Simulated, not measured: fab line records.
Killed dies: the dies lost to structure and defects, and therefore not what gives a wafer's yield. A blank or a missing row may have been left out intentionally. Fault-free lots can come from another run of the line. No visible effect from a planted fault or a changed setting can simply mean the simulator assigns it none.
Which tool is to blame?	flow sky130	11 lots with 33 wafers sampled at 2 steps, on a route of 708 steps

WHAT THE GAUGES SHOWED, per wafer
SKY_FIELD_ISO_THK_MEAS_25. Usual: FIELD_ISO_CVD_24_THK gives 592 nm (standard deviation 6.2).
lot	measured	on	FIELD_ISO_CVD_24_THK (nm)	flag
L507	day 2 13:29	film-metro-02	589 592 589	
L509	day 3 02:27	film-metro-03	595 585 587	
L510	day 3 07:44	film-metro-03	595 591 592	
L511	day 3 10:25	film-metro-03	601 594 594	
L515	day 4 10:48	film-metro-02	592 580 596	
L517	day 4 19:14	film-metro-01	594 601 591	
L519	day 5 06:38	film-metro-03	597 589 590	
L520	day 5 09:58	film-metro-01	594 592 599	
L522	day 5 21:08	film-metro-02	596 594 595	
L524	day 6 08:25	film-metro-02	602 584 588	
L528	day 7 06:35	film-metro-03	817 593 593	OFF

TOOL THAT RAN EACH LOT (tool first, then ch and the chambers of the sampled wafers, then the start)
lot	SKY_FIELD_ISO_CVD_24
L507	hdpcvd-02 ch 0,1,2, day 2 13:25
L509	hdpcvd-01 ch 0,1,2, day 3 02:22
L510	hdpcvd-01 ch 0,2, day 3 07:38
L511	hdpcvd-01 ch 0,1, day 3 10:20
L515	hdpcvd-02 ch 0,2, day 4 10:43
L517	hdpcvd-01 ch 0,2, day 4 19:10
L519	hdpcvd-01 ch 0,1,2, day 5 06:34
L520	hdpcvd-01 ch 0,1, day 5 09:52
L522	hdpcvd-02 ch 0,1, day 5 21:02
L524	hdpcvd-02 ch 1,2, day 6 08:20
L528	hdpcvd-02 ch 0,1,2, day 7 06:31
- SKY_FIELD_ISO_CVD_24: deposits SiO2, target thk 595 nm, time 99.2 s.

AS READ BY THE TOOLS THEMSELVES (means over the sampled wafers that have a number; for cases with no such wafer, the mark the record gives instead)
The record holds no such reading with a usual standard deviation.

THE ANSWER, worked out from the rows above alone
Rule: lot off if the mean of its wafers having a number is beyond 3 standard deviations from the usual mean. Also off: a lot with no number at a reading for which 4 or more lots have one. All remaining lots with rows at the step are treated as sound. First the gauges in route order, then the tools' own readings, where a lot's mean is used as printed above. At the first step where some lot is off, the reading lying furthest off is the one used; lots without a number count as furthest.
Off: at SKY_FIELD_ISO_THK_MEAS_25 (FIELD_ISO_CVD_24_THK), L528.
If a tool, at a process step before that reading, ran all the lots that are off and no sound lot after the first of them, it fits. The gauges at SKY_FIELD_ISO_THK_MEAS_25 are tried like those tools. Undecided on this evidence; 2 tools fit (hdpcvd-02 at SKY_FIELD_ISO_CVD_24, film-metro-03 at SKY_FIELD_ISO_THK_MEAS_25).

WHAT THE SIMULATOR HAD PUT IN
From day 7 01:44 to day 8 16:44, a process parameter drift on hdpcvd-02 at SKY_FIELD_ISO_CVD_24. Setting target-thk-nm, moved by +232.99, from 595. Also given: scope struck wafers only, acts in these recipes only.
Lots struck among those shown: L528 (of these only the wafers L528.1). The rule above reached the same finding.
